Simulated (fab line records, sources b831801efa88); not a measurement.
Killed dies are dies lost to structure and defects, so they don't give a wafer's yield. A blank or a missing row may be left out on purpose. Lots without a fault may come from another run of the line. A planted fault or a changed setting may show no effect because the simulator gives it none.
Which tool did it? | flow gf180mcu | 11 lots, 32 wafers sampled, at 1 step of a route of 602

WHAT THE GAUGES READ, wafer by wafer
GF_M3_CD_MEAS_14: target cd 280 nm.
lot  | measured     | on        | cd_nm (nm)
L114 | day 21 08:38 | cd_sem-02 | 279.8 279.1 279.3
L115 | day 21 20:56 | cd_sem-01 | 280.8 279.9 281.7
L117 | day 22 17:47 | cd_sem-01 | 278.8 278.2 278.5
L118 | day 22 18:54 | cd_sem-01 | 278.9 280.6 279.8
L120 | day 23 11:16 | cd_sem-02 | 279.6 280.5 279.4
L127 | day 26 02:34 | cd_sem-02 | 282.4 282.5 282.9
L128 | day 26 20:42 | cd_sem-02 | 281.1 281.0 280.6
L131 | day 28 01:56 | cd_sem-02 | 277.8 278.6
L133 | day 28 17:56 | cd_sem-02 | 278.6 278.6 279.3
L135 | day 29 04:01 | cd_sem-01 | 278.1 279.5 279.6
L136 | day 29 04:23 | cd_sem-01 | 280.2 279.9 280.2

WHICH TOOL RAN EACH LOT (tool, then ch and the chambers of the sampled wafers, then the start)
The record holds no process step before these readings.

THE ANSWER, worked out from the rows above alone
Rule: what is usual is taken from the lots themselves. Put in order of their means at a reading, lots are off if they are a third of the lots or fewer, leave a main group of 4 or more, and stand apart from it by a gap of 3 or more times the standard deviation of the main group's means; of several such gaps the widest counts. A main group whose means are all the same, to the digits that the tables above print for the reading, isn't used. A lot without any number at a reading at which 4 lots or more have one is off too. The other lots that the step has rows for count as sound.
No lot is off at any reading shown: from this, nothing can be told.

WHAT THE SIMULATOR HAD PUT IN
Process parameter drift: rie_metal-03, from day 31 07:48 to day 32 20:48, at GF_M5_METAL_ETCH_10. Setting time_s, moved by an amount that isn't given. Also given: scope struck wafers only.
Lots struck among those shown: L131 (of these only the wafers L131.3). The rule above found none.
